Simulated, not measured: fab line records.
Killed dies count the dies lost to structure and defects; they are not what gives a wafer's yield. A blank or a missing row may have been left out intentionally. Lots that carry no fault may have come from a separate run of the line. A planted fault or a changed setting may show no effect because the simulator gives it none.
Which tool was responsible? || flow sfq_line || Sampling: 7 lots, 21 wafers, 2 of 325 route steps

== WHAT EACH GAUGE READ, for each wafer ==
SFQ_M1_OVL_MEAS_911.
{"lot": "L922", "measured": "day 12 05:54", "on": "overlay-02", "M1_OVL (nm)": "-1 8 0"}
{"lot": "L924", "measured": "day 12 13:06", "on": "overlay-01", "M1_OVL (nm)": "9 9 9"}
{"lot": "L928", "measured": "day 13 15:30", "on": "overlay-01", "M1_OVL (nm)": "-2 -11 -5"}
{"lot": "L930", "measured": "day 14 16:54", "on": "overlay-01", "M1_OVL (nm)": "-1 1 3"}
{"lot": "L932", "measured": "day 14 21:43", "on": "overlay-02", "M1_OVL (nm)": "0 0 -4"}
{"lot": "L938", "measured": "day 17 04:07", "on": "overlay-02", "M1_OVL (nm)": "-1 4 6"}
{"lot": "L942", "measured": "day 18 05:19", "on": "overlay-02", "M1_OVL (nm)": "-5 -9 -4"}

== TOOL THAT RAN EACH LOT (tool first, then ch and the chambers of the sampled wafers, then the start) ==
{"lot": "L922", "SFQ_TRILAYER_M0_ETCH_METAL_ETCH_024": "rie_metal-04 ch 0, day 6 13:53"}
{"lot": "L924", "SFQ_TRILAYER_M0_ETCH_METAL_ETCH_024": "rie_metal-04 ch 0, day 7 01:39"}
{"lot": "L928", "SFQ_TRILAYER_M0_ETCH_METAL_ETCH_024": "rie_metal-04 ch 0,1, day 8 11:08"}
{"lot": "L930", "SFQ_TRILAYER_M0_ETCH_METAL_ETCH_024": "rie_metal-01 ch 0,1, day 8 22:41"}
{"lot": "L932", "SFQ_TRILAYER_M0_ETCH_METAL_ETCH_024": "rie_metal-04 ch 0,1, day 9 09:32"}
{"lot": "L938", "SFQ_TRILAYER_M0_ETCH_METAL_ETCH_024": "rie_metal-01 ch 0,1, day 10 17:59"}
{"lot": "L942", "SFQ_TRILAYER_M0_ETCH_METAL_ETCH_024": "rie_metal-03 ch 0,1, day 11 16:47"}
- SFQ_TRILAYER_M0_ETCH_METAL_ETCH_024: etches Nb in Cl2/Ar, stops on SiO2, target depth 240 nm, time 120 s.

== THE ANSWER, worked out from the rows above alone ==
Rule: what is usual is taken from the lots themselves. The widest of any qualifying gaps counts: lots, ordered by their means at a reading, are off when they make up no more than a third of the lots, leave a main group of 4 or more, and stand apart from it by 3 or more times the standard deviation of that group's means. The tables above print the reading to a certain number of digits; a main group whose means all agree to those digits is not used. A lot without any number at a reading at which 4 lots or more have one is off too. The other lots that the step has rows for count as sound.
Nothing can be told from this: no lot is off at any reading shown.

== WHAT WAS PUT IN BY THE SIMULATOR ==
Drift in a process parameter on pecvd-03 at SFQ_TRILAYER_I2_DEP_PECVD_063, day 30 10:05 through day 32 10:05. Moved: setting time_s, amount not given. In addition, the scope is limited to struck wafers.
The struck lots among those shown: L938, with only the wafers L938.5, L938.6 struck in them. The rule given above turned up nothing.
